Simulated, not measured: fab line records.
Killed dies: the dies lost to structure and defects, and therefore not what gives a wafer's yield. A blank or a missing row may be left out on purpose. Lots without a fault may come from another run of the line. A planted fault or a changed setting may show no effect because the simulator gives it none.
fab line records + flow sky130 + part 2 of 2: steps 44 to 44 of 44
record
- lots=6
- wafers=18
- last_day=50
route steps=708 shown FIELD_ISO@21 NWELL@32 DNWELL@35 PWDE@45 SONOS_ONO@183 PAD_OPEN@708
lots that met no fault: from a run of the same line without faults
start_h: start of the lot's first displayed wafer, in hours after the record's first day + wait_h: hours elapsed since this lot's preceding step + " as in the row above + L1.1+2: a row that stands for several wafers + - value missing, or start not given + * or withheld: withheld + < > ~ a bound
route shown NAME@n: NAME is a module with steps in the file, n the number in the route of the first one + usual: average and standard deviation across the fault-free wafers + same: alike in all rows + chamber/n: place in a boat + sites: per-site readings + _std_site: standard deviation across them + _edge_site: inner sites' mean taken away from outer sites' mean + radius_mm: how far each site lies from the wafer's centre + mask NAME#n: copy n + behind: the tool/chamber that last shaped the wafer + hold: what put the lot on hold/how long, in hours/how the hold closed + device: names the non-switching transistor (n, p or np) + end of line: tests of these same wafers at the route's end + a step given without rows: its recipe and nothing more + killed: the dies lost at the first sort to structure and to defects; this is not the yield of the wafer + map: a wafer's dies, x killed, . not, _ none there
set.NAME: the setting that was run; set.NAME@STEP: the one run at that earlier step + model.NAME: the simulator's own value behind a step, which no gauge read
lots seen at some steps along the route; tables by step, rows by wafer
services: a tool's chamber out of use, with start hour (start_h, from the record's first day; less than 0 if before it), hours out, and reason
## steps
# step SKY_PAD_OPEN_PROBE_99
# usual
- killed_at_M0_to_M3=44/6.6
- killed_at_M4_up=3.0/2
- killed_at_contacts=24/5.1
- killed_at_front_end=15/4.1
- killed_at_other=0.4/0.62
- killed_dies=86/9.3
- killed_open=46/6.8
- killed_short=40/5.8
# same
- gross_dies=492
- killed_at_back_side=0
| lot.wafer | tool      | chamber | start_h | wait_h | killed_at_M0_to_M3 | killed_at_M4_up | killed_at_contacts | killed_at_front_end | killed_at_other | killed_dies | killed_open | killed_short | model.etest.nfet_16v.r_on_ohm_um | model.etest.tip_p.rs_ohm_sq | model.etest.res_pwell_under_gate.rs_ohm_sq | model.etest.pfet_01v8.drive_ua_um | model.etest.pfet_01v8_mvt.drive_ua_um | model.etest.pfet_01v8_hvt.drive_ua_um | model.etest.pfet_01v8_mvt.off_log10_a_um | model.etest.pfet_g5v0d10v5.off_log10_a_um |
|-----------|-----------|---------|---------|--------|--------------------|-----------------|--------------------|---------------------|-----------------|-------------|-------------|--------------|----------------------------------|-----------------------------|--------------------------------------------|-----------------------------------|---------------------------------------|---------------------------------------|------------------------------------------|-------------------------------------------|
| L595.1    | prober-02 | -       | 1062.39 | 0.1    | 42                 | 3               | 30                 | 12                  | 0               | 87          | 44          | 43           | 1.418e+04                        | 7045                        | 2260                                       | 185.5                             | 147                                   | 137.1                                 | -11.15                                   | -13                                       |
| L595.2    | prober-02 | -       | 1062.44 | 0.1    | 45                 | 3               | 29                 | 15                  | 0               | 92          | 45          | 47           | 1.442e+04                        | 7054                        | 2269                                       | 177.3                             | 142                                   | 132.7                                 | -11.38                                   | -12.88                                    |
| L595.4    | prober-02 | -       | 1062.54 | 0.2    | 42                 | 1               | 29                 | 14                  | 0               | 86          | 52          | 34           | 1.427e+04                        | 7005                        | 2276                                       | 179.4                             | 143.6                                 | 132.8                                 | -11.47                                   | -12.84                                    |
| L598.3    | prober-01 | -       | 1084.12 | 0.2    | 50                 | 0               | 33                 | 16                  | 3               | 102         | 46          | 53           | 1.422e+04                        | 7140                        | 2283                                       | 183.7                             | 146.2                                 | 135.9                                 | -11.08                                   | -12.8                                     |
| L598.5    | prober-01 | -       | 1084.22 | 0.2    | 36                 | 4               | 25                 | 16                  | 0               | 81          | 39          | 42           | 1.395e+04                        | 7078                        | 2290                                       | 183.7                             | 146.5                                 | 136.2                                 | -11.06                                   | -12.84                                    |
| L598.6    | prober-01 | -       | 1084.27 | 0.2    | 39                 | 3               | 33                 | 14                  | 0               | 89          | 46          | 43           | 1.423e+04                        | 7099                        | 2263                                       | 181.7                             | 143.7                                 | 132.6                                 | -11.14                                   | -12.87                                    |
| L606.1    | prober-01 | -       | 1140.07 | 0.1    | 49                 | 6               | 26                 | 22                  | 1               | 104         | 53          | 51           | 1.433e+04                        | 6654                        | 2240                                       | 200.6                             | 161                                   | 148.7                                 | -9.483                                   | -11.69                                    |
| L606.3    | prober-01 | -       | 1140.17 | 0.2    | 44                 | 2               | 17                 | 17                  | 2               | 82          | 47          | 33           | 1.445e+04                        | 6629                        | 2234                                       | 201.9                             | 163.8                                 | 151.4                                 | -9.406                                   | -11.82                                    |
| L606.5    | prober-01 | -       | 1140.27 | 0.2    | 53                 | 4               | 26                 | 14                  | 0               | 97          | 49          | 48           | 1.439e+04                        | 6663                        | 2230                                       | 201.5                             | 162.9                                 | 148                                   | -9.393                                   | -11.87                                    |
| L607.1    | prober-01 | -       | 1144.91 | 0.1    | 42                 | 3               | 26                 | 19                  | 0               | 90          | 43          | 47           | 1.43e+04                         | 6738                        | 2245                                       | 211                               | 166.1                                 | 157.6                                 | -9.431                                   | -11.94                                    |
| L607.5    | prober-01 | -       | 1145.11 | 0.2    | 46                 | 5               | 27                 | 20                  | 0               | 98          | 52          | 46           | 1.434e+04                        | 6804                        | 2232                                       | 206.1                             | 164.6                                 | 153                                   | -9.552                                   | -12.11                                    |
| L607.6    | prober-01 | -       | 1145.16 | 0.2    | 40                 | 5               | 15                 | 22                  | 1               | 83          | 40          | 41           | 1.439e+04                        | 6691                        | 2247                                       | 200.6                             | 161.3                                 | 149.3                                 | -9.652                                   | -12.06                                    |
| L609.1    | prober-01 | -       | 1150.50 | 0.1    | 41                 | 1               | 20                 | 17                  | 0               | 79          | 42          | 37           | 1.406e+04                        | 6954                        | 2278                                       | 194.6                             | 151.5                                 | 143.8                                 | -10.79                                   | -12.67                                    |
| L609.2    | prober-01 | -       | 1150.55 | 0.1    | 54                 | 6               | 22                 | 6                   | 0               | 88          | 45          | 43           | 1.417e+04                        | 6949                        | 2277                                       | 193.2                             | 151.6                                 | 141.3                                 | -10.37                                   | -12.72                                    |
| L609.5    | prober-01 | -       | 1150.70 | 0.2    | 45                 | 2               | 24                 | 14                  | 0               | 85          | 42          | 43           | 1.407e+04                        | 6933                        | 2260                                       | 191.3                             | 150.8                                 | 143.9                                 | -10.51                                   | -12.59                                    |
| L618.1    | prober-01 | -       | 1191.75 | 0.1    | 47                 | 2               | 29                 | 14                  | 1               | 93          | 52          | 41           | 1.436e+04                        | 6802                        | 2268                                       | 191.2                             | 153                                   | 142.2                                 | -10.4                                    | -12.22                                    |
| L618.5    | prober-01 | -       | 1191.95 | 0.2    | 48                 | 0               | 28                 | 9                   | 0               | 85          | 47          | 38           | 1.436e+04                        | 6768                        | 2270                                       | 193                               | 154.9                                 | 142                                   | -10.25                                   | -12.31                                    |
| L618.6    | prober-01 | -       | 1192.00 | 0.2    | 48                 | 7               | 25                 | 20                  | 0               | 100         | 63          | 36           | 1.428e+04                        | 6834                        | 2268                                       | 189.7                             | 153.6                                 | 142.3                                 | -10.51                                   | -12.43                                    |
# killed by level:class
L595.1 CONTACT:geometric_particle:open=13 VIA1:geometric_particle:open=9 CONTACT:geometric_particle:short=8 METAL2:geometric_particle:short=8 METAL1:geometric_particle:short=7 LI_CONTACT:geometric_particle:open=5 VIA3:geometric_particle:open=5 VIA3:geometric_particle:short=4
L595.2 CONTACT:geometric_particle:open=12 VIA1:geometric_particle:open=12 VIA2:geometric_particle:open=9 METAL2:geometric_particle:short=6 LOCAL_INTERCONNECT:geometric_particle:short=6 VIA1:geometric_particle:short=5 POLY_GATE:geometric_particle:open=4 CONTACT:geometric_particle:short=4
L595.4 VIA1:geometric_particle:open=13 CONTACT:geometric_particle:open=10 LI_CONTACT:geometric_particle:open=7 CONTACT:geometric_particle:short=7 METAL1:geometric_particle:short=7 VIA2:geometric_particle:open=6 FIELD_ISO:geometric_particle:open=5 METAL2:geometric_particle:short=4
L598.3 CONTACT:geometric_particle:open=14 VIA3:geometric_particle:open=12 LOCAL_INTERCONNECT:geometric_particle:short=10 VIA1:geometric_particle:open=7 FIELD_ISO:geometric_particle:short=5 METAL3:geometric_particle:short=5 VIA3:geometric_particle:short=5 POLY_GATE:geometric_particle:short=4
L598.5 CONTACT:geometric_particle:open=13 VIA3:geometric_particle:open=8 POLY_GATE:geometric_particle:short=7 METAL1:geometric_particle:short=5 METAL2:geometric_particle:short=5 FIELD_ISO:geometric_particle:short=4 LI_CONTACT:geometric_particle:open=4 VIA1:geometric_particle:short=4
L598.6 CONTACT:geometric_particle:open=11 VIA1:geometric_particle:short=8 METAL1:geometric_particle:short=8 LI_CONTACT:geometric_particle:open=7 CONTACT:geometric_particle:short=6 METAL2:geometric_particle:short=5 LOCAL_INTERCONNECT:geometric_particle:short=5 VIA1:geometric_particle:open=5
L606.1 VIA1:geometric_particle:open=14 POLY_GATE:geometric_particle:short=9 CONTACT:geometric_particle:open=8 LI_CONTACT:geometric_particle:open=8 VIA1:geometric_particle:short=7 METAL1:geometric_particle:short=6 VIA2:geometric_particle:open=6 LI_CONTACT:geometric_particle:short=5
L606.3 VIA1:geometric_particle:open=15 VIA3:geometric_particle:open=7 POLY_GATE:geometric_particle:short=6 CONTACT:geometric_particle:short=6 VIA1:geometric_particle:short=6 POLY_GATE:geometric_particle:open=5 LI_CONTACT:geometric_particle:open=5 VIA2:geometric_particle:open=5
L606.5 VIA1:geometric_particle:open=14 LI_CONTACT:geometric_particle:open=11 METAL1:geometric_particle:short=8 METAL2:geometric_particle:short=7 POLY_GATE:geometric_particle:short=6 VIA2:geometric_particle:open=5 CONTACT:geometric_particle:open=5 VIA1:geometric_particle:short=5
L607.1 VIA1:geometric_particle:open=8 CONTACT:geometric_particle:open=7 VIA2:geometric_particle:open=7 FIELD_ISO:geometric_particle:open=6 FIELD_ISO:geometric_particle:short=6 CONTACT:geometric_particle:short=6 VIA3:geometric_particle:short=6 LOCAL_INTERCONNECT:geometric_particle:short=5
L607.5 VIA1:geometric_particle:open=9 VIA3:geometric_particle:open=8 LI_CONTACT:geometric_particle:open=8 VIA2:geometric_particle:open=8 POLY_GATE:geometric_particle:open=6 FIELD_ISO:geometric_particle:short=5 POLY_GATE:geometric_particle:short=5 VIA2:geometric_particle:short=5
L607.6 FIELD_ISO:geometric_particle:open=8 VIA1:geometric_particle:open=8 METAL1:geometric_particle:short=8 VIA1:geometric_particle:short=6 VIA3:geometric_particle:open=6 POLY_GATE:geometric_particle:short=5 FIELD_ISO:geometric_particle:short=4 POLY_GATE:geometric_particle:open=4
L609.1 VIA3:geometric_particle:open=9 VIA1:geometric_particle:short=8 LI_CONTACT:geometric_particle:open=7 FIELD_ISO:geometric_particle:open=6 VIA2:geometric_particle:open=6 CONTACT:geometric_particle:short=6 POLY_GATE:geometric_particle:short=4 CONTACT:geometric_particle:open=4
L609.2 VIA2:geometric_particle:open=11 METAL1:geometric_particle:short=10 VIA1:geometric_particle:open=8 CONTACT:geometric_particle:open=8 LI_CONTACT:geometric_particle:open=7 VIA3:geometric_particle:open=6 METAL4:geometric_particle:short=5 VIA3:geometric_particle:short=5
L609.5 VIA1:geometric_particle:open=9 CONTACT:geometric_particle:open=8 VIA1:geometric_particle:short=7 LI_CONTACT:geometric_particle:open=6 METAL2:geometric_particle:short=6 VIA3:geometric_particle:open=6 FIELD_ISO:geometric_particle:short=4 LI_CONTACT:geometric_particle:short=4
L618.1 CONTACT:geometric_particle:open=13 VIA1:geometric_particle:open=9 VIA2:geometric_particle:open=9 CONTACT:geometric_particle:short=6 VIA3:geometric_particle:short=6 LI_CONTACT:geometric_particle:open=5 METAL1:geometric_particle:short=5 METAL2:geometric_particle:short=5
L618.5 VIA3:geometric_particle:open=11 LI_CONTACT:geometric_particle:short=7 VIA1:geometric_particle:open=7 VIA1:geometric_particle:short=6 LI_CONTACT:geometric_particle:open=6 CONTACT:geometric_particle:open=6 VIA2:geometric_particle:open=6 POLY_GATE:geometric_particle:open=4
L618.6 VIA1:geometric_particle:open=15 CONTACT:geometric_particle:open=10 VIA2:geometric_particle:open=9 VIA3:geometric_particle:open=8 POLY_GATE:geometric_particle:open=7 LI_CONTACT:geometric_particle:open=6 CONTACT:geometric_particle:short=6 POLY_GATE:geometric_particle:short=4
## services
| tool            | chamber | start_h | hours | kind   |
|-----------------|---------|---------|-------|--------|
| plasma_asher-03 | -       | 22.30   | 7.1   | repair |
| furnace-02      | -       | 46.65   | 3.3   | pm     |
| plasma_asher-04 | -       | 52.65   | 0.7   | repair |
| cmp-02          | -       | 64.00   | 4.0   | pm     |
| cmp-01          | -       | 64.73   | 1.4   | repair |
| furnace-01      | -       | 71.63   | 3.1   | pm     |
| furnace-02      | -       | 75.12   | 14.8  | repair |
| cmp-01          | -       | 90.35   | 2.5   | repair |
| plasma_asher-03 | -       | 96.32   | 1.0   | repair |
| plasma_asher-02 | -       | 108.02  | 2.8   | pm     |
| cmp-01          | -       | 108.65  | 1.1   | repair |
| cmp-01          | -       | 125.38  | 11.1  | pm     |
| cmp-02          | -       | 128.36  | 0.9   | repair |
| cmp-02          | -       | 128.46  | 2.5   | repair |
| furnace-02      | -       | 131.37  | 2.4   | pm     |
| plasma_asher-04 | -       | 132.39  | 3.3   | repair |
| furnace-01      | -       | 139.84  | 4.4   | pm     |
| plasma_asher-03 | -       | 166.29  | 1.3   | repair |
| furnace-02      | -       | 174.10  | 2.5   | pm     |
| plasma_asher-03 | -       | 182.95  | 15.6  | pm     |
| rie_diel-03     | 3       | 315.97  | 13.0  | repair |
| rie_diel-03     | -       | 322.65  | 2.8   | pm     |
| rie_diel-03     | 2       | 334.95  | 1.3   | repair |
| rie_diel-03     | 2       | 373.64  | 11.8  | repair |
## key
first_sign
- step=SKY_NWELL_OXIDATION_01
- reading=tube_center_temp_C
- direction=down
- sigmas=99+
- usual=*
- struck=*
effect
- step=SKY_NWELL_OXIDATION_01
- reading=tube_center_temp_C_max
- direction=down
- sigmas=99+
- usual=*
- struck=*
effect
- step=SKY_NWELL_THK_MEAS_02
- reading=NWELL_OXIDATION_THK
- direction=down
- sigmas=45
- usual=9.91
- struck=3.34
model_effect
- step=SKY_NWELL_OXIDATION_01
- value=SiO2_of_NWELL_OXIDATION_01.thk_nm
- without=9.777
- struck=3.325
model_effect
- step=SKY_SONOS_ONO_ETCH_15
- value=SiO2_of_NWELL_OXIDATION_01.thk_nm
- without=5.244
- struck=0.9197
model_effect
- step=SKY_PAD_OPEN_PROBE_99
- value=etest.nfet_16v.r_on_ohm_um
- without=1.4e+04
- struck=1.437e+04
met_at SKY_NWELL_OXIDATION_01
struck_wafers L606.1,L606.3,L606.5,L607.1,L607.5,L607.6
tester_left_out L606,L607
onset_between 49.98 97.18
fault
- kind=process_parameter_drift
- tool=furnace-02
- chamber=-
- onset_h=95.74
- steps=SKY_NWELL_OXIDATION_01
- channel=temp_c
- offset=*
- shape=step
- end_h=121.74
- acts_in=*
- stated=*
# tester_left_out: of these lots the tester's yield and bins aren't shown, on N5 and GAA mostly nor the transistor test; their killed dies are dies lost to structure and defects alone, not to doping, threshold or leakage, so they don't give the yield
